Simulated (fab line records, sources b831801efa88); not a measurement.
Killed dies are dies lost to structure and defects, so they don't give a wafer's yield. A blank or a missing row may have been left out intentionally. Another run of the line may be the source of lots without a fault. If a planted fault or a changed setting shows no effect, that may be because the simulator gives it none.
Split-lot study || flow sfq_line || 23 wafers read from 5 lots, route of 325 steps

## SPLIT DETAILS
At SFQ_TRILAYER_I5_LITHO_COAT_149 (resist thk 62 nm), the setting resist_thk_nm was moved away from the recipe's 62 nm on 7 of the 23 wafers read, by -3.3% to +4.3%. The other wafers ran this setting at the recipe's value.

The split's own step is where the reading is taken.

## THE READING
BARC_of_TRILAYER_I5_LITHO_COAT_149.thk_nm (the simulator's own value, which no gauge read), in nm, at SFQ_TRILAYER_I5_LITHO_COAT_149 (resist thk 62 nm). The file does not state a usual value for it. The 16 wafers here that ran the recipe average 62.13 nm, standard deviation 0.16 nm.

{"wafer": "L074.1", "tool, chamber at the split": "litho_track-01, 0", "resist_thk_nm as run, nm": 59.95, "against the recipe": "-3.3%", "BARC_of_TRILAYER_I5_LITHO_COAT_149.thk_nm, nm": 59.83, "against lot-mates on the recipe": -2.17}
{"wafer": "L074.2", "tool, chamber at the split": "litho_track-01, 0", "resist_thk_nm as run, nm": 59.95, "against the recipe": "-3.3%", "BARC_of_TRILAYER_I5_LITHO_COAT_149.thk_nm, nm": 60.11, "against lot-mates on the recipe": -1.89}
{"wafer": "L074.4", "tool, chamber at the split": "litho_track-01, 0", "resist_thk_nm as run, nm": 62, "against the recipe": "recipe", "BARC_of_TRILAYER_I5_LITHO_COAT_149.thk_nm, nm": 61.91, "against lot-mates on the recipe": "-"}
{"wafer": "L074.5", "tool, chamber at the split": "litho_track-01, 0", "resist_thk_nm as run, nm": 59.95, "against the recipe": "-3.3%", "BARC_of_TRILAYER_I5_LITHO_COAT_149.thk_nm, nm": 59.87, "against lot-mates on the recipe": -2.13}
{"wafer": "L074.6", "tool, chamber at the split": "litho_track-01, 0", "resist_thk_nm as run, nm": 62, "against the recipe": "recipe", "BARC_of_TRILAYER_I5_LITHO_COAT_149.thk_nm, nm": 62.1, "against lot-mates on the recipe": "-"}
{"wafer": "L075.1", "tool, chamber at the split": "litho_track-01, 0", "resist_thk_nm as run, nm": 62, "against the recipe": "recipe", "BARC_of_TRILAYER_I5_LITHO_COAT_149.thk_nm, nm": 62.24, "against lot-mates on the recipe": "-"}
{"wafer": "L075.3", "tool, chamber at the split": "litho_track-01, 0", "resist_thk_nm as run, nm": 62, "against the recipe": "recipe", "BARC_of_TRILAYER_I5_LITHO_COAT_149.thk_nm, nm": 62.4, "against lot-mates on the recipe": "-"}
{"wafer": "L075.5", "tool, chamber at the split": "litho_track-01, 0", "resist_thk_nm as run, nm": 62, "against the recipe": "recipe", "BARC_of_TRILAYER_I5_LITHO_COAT_149.thk_nm, nm": 62.51, "against lot-mates on the recipe": "-"}
{"wafer": "L077.2", "tool, chamber at the split": "litho_track-01, 0", "resist_thk_nm as run, nm": 62, "against the recipe": "recipe", "BARC_of_TRILAYER_I5_LITHO_COAT_149.thk_nm, nm": 62.13, "against lot-mates on the recipe": "-"}
{"wafer": "L077.3", "tool, chamber at the split": "litho_track-01, 0", "resist_thk_nm as run, nm": 60.69, "against the recipe": "-2.1%", "BARC_of_TRILAYER_I5_LITHO_COAT_149.thk_nm, nm": 60.71, "against lot-mates on the recipe": -1.40}
{"wafer": "L077.4", "tool, chamber at the split": "litho_track-01, 0", "resist_thk_nm as run, nm": 62, "against the recipe": "recipe", "BARC_of_TRILAYER_I5_LITHO_COAT_149.thk_nm, nm": 62.16, "against lot-mates on the recipe": "-"}
{"wafer": "L077.5", "tool, chamber at the split": "litho_track-01, 0", "resist_thk_nm as run, nm": 62, "against the recipe": "recipe", "BARC_of_TRILAYER_I5_LITHO_COAT_149.thk_nm, nm": 62.04, "against lot-mates on the recipe": "-"}
{"wafer": "L077.6", "tool, chamber at the split": "litho_track-01, 0", "resist_thk_nm as run, nm": 60.69, "against the recipe": "-2.1%", "BARC_of_TRILAYER_I5_LITHO_COAT_149.thk_nm, nm": 60.9, "against lot-mates on the recipe": -1.21}
{"wafer": "L078.2", "tool, chamber at the split": "litho_track-01, 0", "resist_thk_nm as run, nm": 62, "against the recipe": "recipe", "BARC_of_TRILAYER_I5_LITHO_COAT_149.thk_nm, nm": 62.13, "against lot-mates on the recipe": "-"}
{"wafer": "L078.3", "tool, chamber at the split": "litho_track-01, 0", "resist_thk_nm as run, nm": 62, "against the recipe": "recipe", "BARC_of_TRILAYER_I5_LITHO_COAT_149.thk_nm, nm": 62.22, "against lot-mates on the recipe": "-"}
{"wafer": "L078.4", "tool, chamber at the split": "litho_track-01, 0", "resist_thk_nm as run, nm": 64.67, "against the recipe": "+4.3%", "BARC_of_TRILAYER_I5_LITHO_COAT_149.thk_nm, nm": 64.84, "against lot-mates on the recipe": "+2.68"}
{"wafer": "L078.5", "tool, chamber at the split": "litho_track-01, 0", "resist_thk_nm as run, nm": 64.67, "against the recipe": "+4.3%", "BARC_of_TRILAYER_I5_LITHO_COAT_149.thk_nm, nm": 64.96, "against lot-mates on the recipe": "+2.80"}
{"wafer": "L078.6", "tool, chamber at the split": "litho_track-01, 0", "resist_thk_nm as run, nm": 62, "against the recipe": "recipe", "BARC_of_TRILAYER_I5_LITHO_COAT_149.thk_nm, nm": 62.14, "against lot-mates on the recipe": "-"}
{"wafer": "L082.1", "tool, chamber at the split": "litho_track-01, 0", "resist_thk_nm as run, nm": 62, "against the recipe": "recipe", "BARC_of_TRILAYER_I5_LITHO_COAT_149.thk_nm, nm": 62, "against lot-mates on the recipe": "-"}
{"wafer": "L082.2", "tool, chamber at the split": "litho_track-01, 0", "resist_thk_nm as run, nm": 62, "against the recipe": "recipe", "BARC_of_TRILAYER_I5_LITHO_COAT_149.thk_nm, nm": 61.92, "against lot-mates on the recipe": "-"}
{"wafer": "L082.3", "tool, chamber at the split": "litho_track-01, 0", "resist_thk_nm as run, nm": 62, "against the recipe": "recipe", "BARC_of_TRILAYER_I5_LITHO_COAT_149.thk_nm, nm": 61.95, "against lot-mates on the recipe": "-"}
{"wafer": "L082.4", "tool, chamber at the split": "litho_track-01, 0", "resist_thk_nm as run, nm": 62, "against the recipe": "recipe", "BARC_of_TRILAYER_I5_LITHO_COAT_149.thk_nm, nm": 62.09, "against lot-mates on the recipe": "-"}
{"wafer": "L082.6", "tool, chamber at the split": "litho_track-01, 0", "resist_thk_nm as run, nm": 62, "against the recipe": "recipe", "BARC_of_TRILAYER_I5_LITHO_COAT_149.thk_nm, nm": 62.07, "against lot-mates on the recipe": "-"}

FIT RESULTS
A straight line over all 23 wafers: BARC_of_TRILAYER_I5_LITHO_COAT_149.thk_nm changes by +0.649 nm for each +1% of resist_thk_nm; r = +0.99; the points scatter about the line by 0.15 nm.
The same after taking each lot's own level away (the mean of its wafers on the recipe; 23 wafers): +0.63 nm for each +1%; r = +1.00; scatter 0.088 nm.
According to that fit, moving resist_thk_nm by its largest amount changes the reading by 2.7 nm.
From 62.005 to 62.383 nm: that is the span of the lots' own levels, equal to 2.4 times the standard deviation above.
Hence the lot-to-lot level has little effect on the slope; both slopes agree.
Check: with one of the wafers moved furthest among these (+4.3%) left out of the fit, the line predicts +2.74 nm for it against its lot-mates. Against them it came out at +2.68 nm.

## OTHER SPLITS ON THESE WAFERS
Note: prior to the reading, these wafers also went through further splits. Each is held against what the fit with the lots' levels taken away leaves over:
{"other split on the same wafers": "SFQ_TRILAYER_JJ_CE_LITHO_EXPOSE_115 dose_mj", "wafers away from the commonest value": 10, "r with BARC_of_TRILAYER_I5_LITHO_COAT_149.thk_nm (lot level and that fit taken away)": "+0.19"}
{"other split on the same wafers": "SFQ_TRILAYER_M5_LITHO_COAT_128 spin_rpm", "wafers away from the commonest value": 10, "r with BARC_of_TRILAYER_I5_LITHO_COAT_149.thk_nm (lot level and that fit taken away)": -0.20}
{"other split on the same wafers": "SFQ_TRILAYER_R5_DEP_SPUTTER_132 time_s", "wafers away from the commonest value": 8, "r with BARC_of_TRILAYER_I5_LITHO_COAT_149.thk_nm (lot level and that fit taken away)": -0.10}
{"other split on the same wafers": "SFQ_TRILAYER_R5_LITHO_COAT_141 spin_rpm", "wafers away from the commonest value": 5, "r with BARC_of_TRILAYER_I5_LITHO_COAT_149.thk_nm (lot level and that fit taken away)": -0.17}

## FILE'S OWN FIT
BARC_of_TRILAYER_I5_LITHO_COAT_149.thk_nm changes by +0.63 nm for each +1% of resist_thk_nm, r = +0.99.
